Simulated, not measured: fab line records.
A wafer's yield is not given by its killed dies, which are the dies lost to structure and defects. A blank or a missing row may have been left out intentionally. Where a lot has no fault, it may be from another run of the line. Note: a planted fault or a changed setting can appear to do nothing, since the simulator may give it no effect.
Matching of chambers | flow gf180mcu | cmp-02 running GF_V3_CMP_04: 4 sister chambers
The step polishes SiO2. 8 wafers are shown with their chamber, then 8 later ones without.

## WAFERS PAIRED WITH THEIR CHAMBERS
wafer  | chamber | motorCurrentA (A) | timeToEndpointS (s)
L278.1 | 0       | 12.2              | 74
L278.2 | 2       | 10.9              | 78
L279.1 | 2       | 11.3              | 76
L279.5 | 1       | 12.0              | 83
L282.1 | 3       | 12.2              | 85
L282.3 | 1       | 12.2              | 82
L282.5 | 0       | 12.1              | 80
L288.2 | 3       | 11.4              | 82

## WAFERS WITHOUT THEIR CHAMBER
wafer  | motorCurrentA (A) | timeToEndpointS (s)
L288.3 | 12.0              | 76
L288.5 | 11.9              | 85
L291.1 | 11.5              | 83
L291.2 | 10.9              | 78
L291.5 | 11.5              | 88
L295.4 | 12.0              | 90
L295.5 | 12.5              | 84
L295.6 | 10.7              | 81

## WHICH CHAMBER EACH ONE RAN IN
wafer  | from the rows above          | in truth
L288.3 | 0                            | 0
L288.5 | can't be placed: 3 or 1      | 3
L291.1 | can't be placed: 3 or 1 or 2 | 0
L291.2 | 2                            | 2
L291.5 | can't be placed: 3 or 1      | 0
L295.4 | can't be placed: 3 or 1      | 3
L295.5 | can't be placed: 1 or 3 or 0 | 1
L295.6 | can't be placed: 2 or 3      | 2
2 of 8 placed correctly. Cannot be placed on the basis of these rows: 6; the candidates contain the true chamber in 4. 0 placed wrongly.
How it was worked out, from the rows above alone: a wafer's distance from a chamber is the root of the sum, over the readings, of the square of ((its reading less the chamber's mean) divided by the reading's scatter). The wafer belongs to the nearest chamber; if the next one is less than 2 further off, it can't be placed. For every chamber, the mean is computed from those of its wafers that are shown. The scatter: take each reading less its chamber's mean, square it, sum over the shown wafers, divide by the number of wafers less the number of chambers, and take the root.
